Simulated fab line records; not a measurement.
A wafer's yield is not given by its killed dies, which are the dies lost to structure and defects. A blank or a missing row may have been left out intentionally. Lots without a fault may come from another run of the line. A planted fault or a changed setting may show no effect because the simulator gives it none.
Chamber matching / flow sky130 / SKY_VIA2_HDPCVD_00 on hdpcvd-02: 3 sister chambers
The step deposits SiO2, target thk 1180 nm, time 196.7 s. 3 wafers are shown with their chamber, then 7 later ones without.

== WAFERS PAIRED WITH THEIR CHAMBERS ==
wafer=L407.3; chamber=0; pressure-mtorr (mTorr)=6.000
wafer=L407.5; chamber=1; pressure-mtorr (mTorr)=6.000
wafer=L412.4; chamber=2; pressure-mtorr (mTorr)=6.009

== WAFERS WITHOUT THEIR CHAMBER ==
wafer=L412.6; pressure-mtorr (mTorr)=6.008
wafer=L413.4; pressure-mtorr (mTorr)=5.968
wafer=L413.5; pressure-mtorr (mTorr)=5.994
wafer=L413.6; pressure-mtorr (mTorr)=6.013
wafer=L417.1; pressure-mtorr (mTorr)=6.006
wafer=L417.2; pressure-mtorr (mTorr)=6.005
wafer=L417.4; pressure-mtorr (mTorr)=5.999

== THE CHAMBER EACH PASSED THROUGH ==
wafer=L412.6; from the rows above=can't be placed: 2 or 0 or 1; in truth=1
wafer=L413.4; from the rows above=can't be placed: 0 or 1 or 2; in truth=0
wafer=L413.5; from the rows above=can't be placed: 0 or 1 or 2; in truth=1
wafer=L413.6; from the rows above=can't be placed: 2 or 0 or 1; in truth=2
wafer=L417.1; from the rows above=can't be placed: 2 or 0 or 1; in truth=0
wafer=L417.2; from the rows above=can't be placed: 2 or 0 or 1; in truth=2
wafer=L417.4; from the rows above=can't be placed: 0 or 1 or 2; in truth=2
Correct placement for 0 of the 7. These rows do not allow placing 7 (true chamber among the candidates in 7). Placed wrongly: 0.
How it was worked out, from the rows above alone: a wafer's distance from a chamber is the root of the sum, over the readings, of the square of ((its reading less the chamber's mean) divided by the reading's scatter). If the next closest chamber is less than 2 further off than the closest, the wafer can't be placed; otherwise it belongs to the closest. The mean given for a chamber averages the wafers shown for that chamber. The scatter: root of mean squared gap, hidden wafer to nearest shown wafer, with one shown wafer a chamber.
